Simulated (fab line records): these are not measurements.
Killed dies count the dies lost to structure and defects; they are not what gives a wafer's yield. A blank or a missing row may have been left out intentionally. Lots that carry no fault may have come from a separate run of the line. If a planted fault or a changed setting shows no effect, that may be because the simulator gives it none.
The same fault as seen by 2 desks -- flow sky130 -- each desk holds nothing but its own numbers, with what lay behind them at the end

AT THE METROLOGY DESK
What the gauges read, lot by lot, whatever tool the lot ran on: means of the sampled wafers that have a number. Marked OUT: a lot whose mean sits more than 4 standard deviations from the usual mean, which makes it out of limits; the brackets give that distance.
Columns: A = VT_ADJUST_PCH_OVL at SKY_VT_ADJUST_PCH_OVL_MEAS_07, usual -0.8 nm; B = GATE_OXIDE_OVL at SKY_GATE_OXIDE_OVL_MEAS_10, usual -0.7 nm
lot,first seen here,A,B
L129,day 10 18:59,-3.0,0.5
L131,day 11 16:21,-0.5,-0.9
L132,day 12 02:02,-1.4,-1.4
L133,day 12 02:40,-2.7,-1.8
L135,day 12 18:08,1.6,-0.7
L139,day 13 20:10,-1.1,-0.8
L140,day 14 04:11,-0.3,-0.5
L142,day 14 20:32,-1.7,-0.4
L145,day 15 12:56,-1.1,-1.0
L147,day 16 05:08,-0.9,-0.7
L148,day 16 13:14,-1.2,-0.2
L149,day 16 23:08,-0.4,0.8
L151,day 17 08:32,-1.1,-1.6
This desk's finding: nothing out of limits on any of the 13 lots.

FOR THE TOOL OWNER'S DESK: litho-track-01
The tool's own readings at SKY_VT_ADJUST_HVTR_SOFTBAKE_03 (time 60 s): means of the sampled wafers that have a number, for each lot that ran on this tool. Marked OUT: a lot whose mean sits more than 4 standard deviations from the usual mean, which makes it out of limits; the brackets give that distance.
Columns: A = heater-power-total-W at SKY_VT_ADJUST_HVTR_SOFTBAKE_03, usual 56.60 W; B = run-length-s at SKY_VT_ADJUST_HVTR_SOFTBAKE_03, usual 88.92 s
lot,first seen here,A,B
L129,day 9 09:43,56.65,88.97
L131,day 10 05:23,56.57,88.84
L132,day 10 14:56,56.60,88.78
L135,day 11 05:28,56.61,88.80
L139,day 12 07:50,57.31 (+16) OUT,86.84 (-16) OUT
L140,day 12 14:58,57.28 (+15) OUT,86.90 (-16) OUT
Finding of this desk: L139, L140 out of limits; the first was L139 at day 12 07:50, on heater-power-total-W at SKY_VT_ADJUST_HVTR_SOFTBAKE_03. L129, L131, L132, L135: within limits.

BROUGHT TOGETHER
An alarm could have come from the tool owner's desk at day 12 07:50, on L139, L140.
Metrology desk: nothing out of limits seen.
The metrology desk holds a record of L139, L140, inside its limits.
On litho-track-01, each named lot ran SKY_VT_ADJUST_HVTR_SOFTBAKE_03.

WHAT WAS PUT IN BY THE SIMULATOR
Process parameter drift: litho-track-01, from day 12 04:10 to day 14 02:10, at SKY_VT_ADJUST_HVTR_SOFTBAKE_03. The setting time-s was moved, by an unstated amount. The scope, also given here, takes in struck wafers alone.
Shown lots that were struck: L139, L140.
How many hours passed from the start of the fault until each desk's first out-of-limits reading: the tool owner's desk, 4.
